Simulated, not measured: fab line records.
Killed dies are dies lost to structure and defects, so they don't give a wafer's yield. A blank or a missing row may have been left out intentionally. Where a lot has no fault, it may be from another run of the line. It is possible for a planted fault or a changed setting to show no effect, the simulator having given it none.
fab line records ; flow sfq-line
[record] lots = 14; wafers = 41; last-day = 92
route steps=325 shown I1@74
lots untouched by any fault: they come from a run of this same line in which no faults occurred
start-h: hours from the record's opening day to when the first of the lot's shown wafers began ; wait-h: how many hours have passed since the lot's step before this one ; " as in the row above ; L1.1+2: a single row standing in for several wafers ; - value missing, or start not given ; * or withheld: withheld ; < > ~ a bound
route shown NAME@n: names a module that has steps shown in the file, with the first one's number in the route ; usual: mean and standard deviation over wafers with no fault ; same: alike in all rows ; chamber/n: place in a boat ; sites: per-site readings ; _std_site: the values' standard deviation ; _edge_site: mean of outer sites minus mean of inner sites ; radius-mm: how far each site lies from the wafer's centre ; mask NAME#n: copy n ; behind: tool/chamber where the wafer was last shaped ; hold: why the lot went on hold/how many hours it stayed there/how the hold came to an end ; device: whichever transistor did not switch (one of n, p or np) ; end of line: at the end of the route, the tests of the same wafers ; a step given without rows: its recipe and nothing more ; killed: at the first sort, the dies lost to defects and structure; wafer yield is something else ; map: dies across one wafer; x = killed, . = not, _ = none there
set.NAME: the setting as run; set.NAME@STEP: as run at that earlier step ; model.NAME: the simulator's own value behind a step, which no gauge read
one table for each step of the route and one row for each wafer, over a sample of lots
services: from which hour (start-h, from the record's first day; less than 0 if before it) a tool's chamber was out of use, for how many hours, and why
[[steps]]
[step SFQ_TRILAYER_I1_CMP_CMP_046]
[recipe] material = SiO2; down-force-psi = 3; platen-rpm = 60; pad-velocity-m-s = 0.94248
[usual] motor-current-A = 10.4/1.4; time-to-endpoint-s = 215/7.7
lot.wafer;tool;chamber;start-h;wait-h;motor-current-A;time-to-endpoint-s
L333.3;cmp-02;2;532.34;4.2;9.9;217
L333.1;cmp-02;1;533.84;5.7;13.5;211
L333.6;cmp-02;3;534.84;6.7;10.4;219
L335.3;cmp-02;0;538.34;0.6;8.8;215
L335.2;cmp-02;1;538.34;0.6;13.4;224
L335.5;cmp-02;0;540.34;2.6;8.4;223
L336.4;cmp-02;3;548.34;1.0;10.0;204
L336.3;cmp-02;0;548.34;1.0;8.8;211
L336.6;cmp-02;1;548.34;1.0;13.3;228
L337.1;cmp-02;0;566.57;1.1;8.8;230
L337.2;cmp-02;1;566.57;1.1;12.8;221
L337.5;cmp-02;3;568.07;2.6;10.1;224
L338.1;cmp-02;2;584.57;5.7;9.7;212
L338.2;cmp-02;0;585.57;6.7;8.5;210
L338.6;cmp-02;1;585.57;6.7;14.3;228
L339.1;cmp-02;3;587.07;2.2;9.7;213
L339.3;cmp-02;0;587.07;2.2;9.3;213
L339.5;cmp-02;0;589.57;4.7;8.8;221
L340.2;cmp-02;0;606.28;7.0;9.3;227
L340.1;cmp-02;1;606.28;7.0;13.5;227
L340.3;cmp-02;2;606.28;7.0;9.9;219
L342.4;cmp-02;2;611.78;2.2;10.0;217
L342.3;cmp-02;3;611.78;2.2;9.6;213
L342.5;cmp-02;2;613.78;4.2;10.1;212
L343.4;cmp-02;1;618.39;1.5;13.2;226
L343.5;cmp-02;2;618.39;1.5;10.1;214
L344.3;cmp-01;0;619.09;1.0;9.4;209
L344.2;cmp-01;1;619.09;1.0;10.8;208
L344.6;cmp-01;3;620.59;2.5;9.7;206
L351.3;cmp-01;0;636.09;3.5;10.0;202
L351.1;cmp-01;1;636.09;3.5;11.4;217
L351.5;cmp-01;1;638.59;6.0;11.0;207
L353.3;cmp-01;3;639.59;4.6;9.7;206
L353.1;cmp-01;0;639.59;4.6;9.6;212
L353.6;cmp-01;3;641.59;6.6;9.9;215
L355.1;cmp-01;0;642.59;4.0;10.0;202
L355.4;cmp-01;1;642.59;4.0;11.0;222
L355.3;cmp-01;2;642.59;4.0;9.6;208
L356.2;cmp-01;3;645.09;2.1;9.7;204
L356.5;cmp-01;3;647.09;4.1;9.5;211
L356.6;cmp-01;0;647.09;4.1;9.5;214
[step SFQ_TRILAYER_I1_METRO_MEASURE_047]
[usual] thk-nm = 199.8/1.1
lot.wafer;tool;chamber;start-h;wait-h;thk-nm
L333.1;film-metro-01;-;535.46;0.1;199.3
L333.3;film-metro-01;-;535.46;0.1;198.5
L333.6;film-metro-01;-;535.46;0.1;198.3
L335.2;film-metro-01;-;541.66;0.3;198.9
L335.3;film-metro-01;-;541.66;0.3;198.7
L335.5;film-metro-01;-;541.66;0.3;198.6
L336.3;film-metro-02;-;550.86;0.5;199.8
L336.4;film-metro-02;-;550.86;0.5;199.6
L336.6;film-metro-02;-;550.86;0.5;199.6
L337.1;film-metro-01;-;569.19;0.1;201.0
L337.2;film-metro-01;-;569.19;0.1;201.4
L337.5;film-metro-01;-;569.19;0.1;200.4
L338.1;film-metro-04;-;587.19;0.1;201.8
L338.2;film-metro-04;-;587.19;0.1;200.5
L338.6;film-metro-04;-;587.19;0.1;201.0
L339.1;film-metro-04;-;590.19;0.1;200.7
L339.3;film-metro-04;-;590.19;0.1;200.8
L339.5;film-metro-04;-;590.19;0.1;200.8
L340.1;film-metro-04;-;608.90;0.1;201.0
L340.2;film-metro-04;-;608.90;0.1;199.4
L340.3;film-metro-04;-;608.90;0.1;200.1
L342.3;film-metro-04;-;615.30;0.5;199.0
L342.4;film-metro-04;-;615.30;0.5;199.7
L342.5;film-metro-04;-;615.30;0.5;215.0
L343.4;film-metro-02;-;620.61;0.6;201.4
L343.5;film-metro-02;-;620.61;0.6;215.5
L344.2;film-metro-04;-;621.41;0.3;200.5
L344.3;film-metro-04;-;621.41;0.3;198.8
L344.6;film-metro-04;-;621.41;0.3;198.4
L351.1;film-metro-01;-;639.21;0.1;199.6
L351.3;film-metro-01;-;639.21;0.1;197.8
L351.5;film-metro-01;-;639.21;0.1;199.6
L353.1;film-metro-04;-;642.21;0.1;198.4
L353.3;film-metro-04;-;642.21;0.1;198.4
L353.6;film-metro-04;-;642.21;0.1;198.4
L355.1;film-metro-02;-;645.21;0.1;200.5
L355.3;film-metro-02;-;645.21;0.1;201.1
L355.4;film-metro-02;-;645.21;0.1;201.0
L356.2;film-metro-01;-;648.41;0.3;199.5
L356.5;film-metro-01;-;648.41;0.3;199.7
L356.6;film-metro-01;-;648.41;0.3;199.6
[step SFQ_TRILAYER_I1_VIA_ETCH_VIA_ETCH_052]
[recipe] target = SiO2; stop-on = Nb; mask-material = PR; taper-deg = 20; chemistry = CHF3; target-depth-nm = 260; source-w = 500; bias-w = 80; pressure-mtorr = 30; time-s = withheld
[usual] drypump-motor-current-A = 5.7/0.53; oes-product-au = 0.854/0.005
lot.wafer;tool;chamber;start-h;wait-h;drypump-motor-current-A;oes-product-au
L333.1;rie-diel-04;2;695.46;0.0;5.3;0.857
L333.3;rie-diel-04;1;695.46;0.0;5.3;0.855
L333.6;rie-diel-04;0;695.46;0.0;5.7;0.853
L335.2;rie-diel-03;3;701.46;0.0;4.7;0.852
L335.3;rie-diel-03;0;701.46;0.0;6.5;0.853
L335.5;rie-diel-03;3;701.46;0.0;4.7;0.845
L336.3;rie-diel-01;1;712.26;0.0;5.5;0.854
L336.4;rie-diel-01;2;712.26;0.0;6.9;0.865
L336.6;rie-diel-01;3;712.26;0.0;5.3;0.858
L337.1;rie-diel-04;2;724.26;0.0;5.3;0.857
L337.2;rie-diel-04;0;724.26;0.0;5.7;0.850
L337.5;rie-diel-04;2;724.26;0.0;5.3;0.857
L338.1;rie-diel-04;1;738.79;0.0;5.4;0.858
L338.2;rie-diel-04;0;738.79;0.0;5.7;0.857
L338.6;rie-diel-04;1;738.79;0.0;5.3;0.864
L339.1;rie-diel-01;3;742.39;0.0;5.3;0.860
L339.3;rie-diel-01;2;742.39;0.0;6.8;0.862
L339.5;rie-diel-01;3;742.39;0.0;5.3;0.859
L340.1;rie-diel-01;0;767.81;0.0;5.6;0.850
L340.2;rie-diel-01;3;767.81;0.0;5.3;0.854
L340.3;rie-diel-01;2;767.81;0.0;6.8;0.847
L342.3;rie-diel-04;3;777.54;0.0;6.1;0.848
L342.4;rie-diel-04;0;777.54;0.0;5.7;0.855
L342.5;rie-diel-04;0;777.54;0.0;5.7;0.891
L343.4;rie-diel-03;0;779.99;0.1;6.5;0.858
L343.5;rie-diel-03;2;779.99;0.1;5.7;0.891
L344.2;rie-diel-04;3;781.14;0.0;6.1;0.857
L344.3;rie-diel-04;0;781.14;0.0;5.7;0.857
L344.6;rie-diel-04;3;781.14;0.0;6.1;0.849
L351.1;rie-diel-03;0;795.66;0.0;6.5;0.851
L351.3;rie-diel-03;1;795.66;0.0;5.0;0.846
L351.5;rie-diel-03;2;795.66;0.0;5.7;0.859
L353.1;rie-diel-04;1;799.26;0.0;5.4;0.850
L353.3;rie-diel-04;0;799.26;0.0;5.7;0.852
L353.6;rie-diel-04;0;799.26;0.0;5.7;0.856
L355.1;rie-diel-03;3;802.86;0.0;4.7;0.854
L355.3;rie-diel-03;0;802.86;0.0;6.5;0.854
L355.4;rie-diel-03;1;802.86;0.0;5.0;0.856
L356.2;rie-diel-04;0;805.28;0.0;5.7;0.847
L356.5;rie-diel-04;0;805.28;0.0;5.7;0.851
L356.6;rie-diel-04;1;805.28;0.0;5.4;0.853
[[services]]
tool;chamber;start-h;hours;kind
rie-diel-04;-;508.44;0.1;repair
cmp-01;-;543.16;2.0;repair
film-metro-04;-;554.59;2.7;repair
cmp-01;-;563.00;7.4;pm
rie-diel-04;-;563.90;14.6;pm
cmp-01;-;567.55;2.3;repair
cmp-01;-;573.42;5.6;pm
film-metro-01;-;574.82;0.6;pm
cmp-01;-;579.01;4.0;pm
film-metro-01;-;585.39;1.9;pm
cmp-02;-;604.73;1.0;repair
rie-diel-04;3;608.99;12.6;repair
rie-diel-04;-;609.61;2.8;pm
cmp-02;-;625.14;4.2;repair
film-metro-04;-;644.45;1.9;pm
cmp-02;-;664.93;2.6;repair
film-metro-04;-;689.14;1.5;pm
cmp-02;-;703.06;4.6;pm
cmp-02;-;742.96;1.5;repair
film-metro-04;-;744.06;0.6;pm
rie-diel-04;0;747.62;3.1;repair
cmp-02;-;751.19;4.0;pm
rie-diel-04;3;787.09;19.4;repair
rie-diel-04;2;802.75;4.6;repair
[[key]]
[first-sign] step = SFQ_TRILAYER_I1_METRO_MEASURE_047; reading = thk-nm; direction = up; sigmas = 15; usual = 199.8; struck = 215.3
[effect] step = SFQ_TRILAYER_I1_VIA_ETCH_VIA_ETCH_052; reading = oes-product-au; direction = up; sigmas = 7.4; usual = 0.854; struck = 0.891
met-at SFQ_TRILAYER_I1_CMP_CMP_046
struck-lots L342,L343
struck-wafers L342.5,L343.5
onset-between 606.28 611.78
[fault] kind = process-parameter-drift; tool = cmp-02; chamber = -; onset-h = 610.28; steps = SFQ_TRILAYER_I1_CMP_CMP_046; channel = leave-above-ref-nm; offset = 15; shape = step; end-h = 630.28; scope = struck-wafers-only; acts-in = these-recipes-only; stated = 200
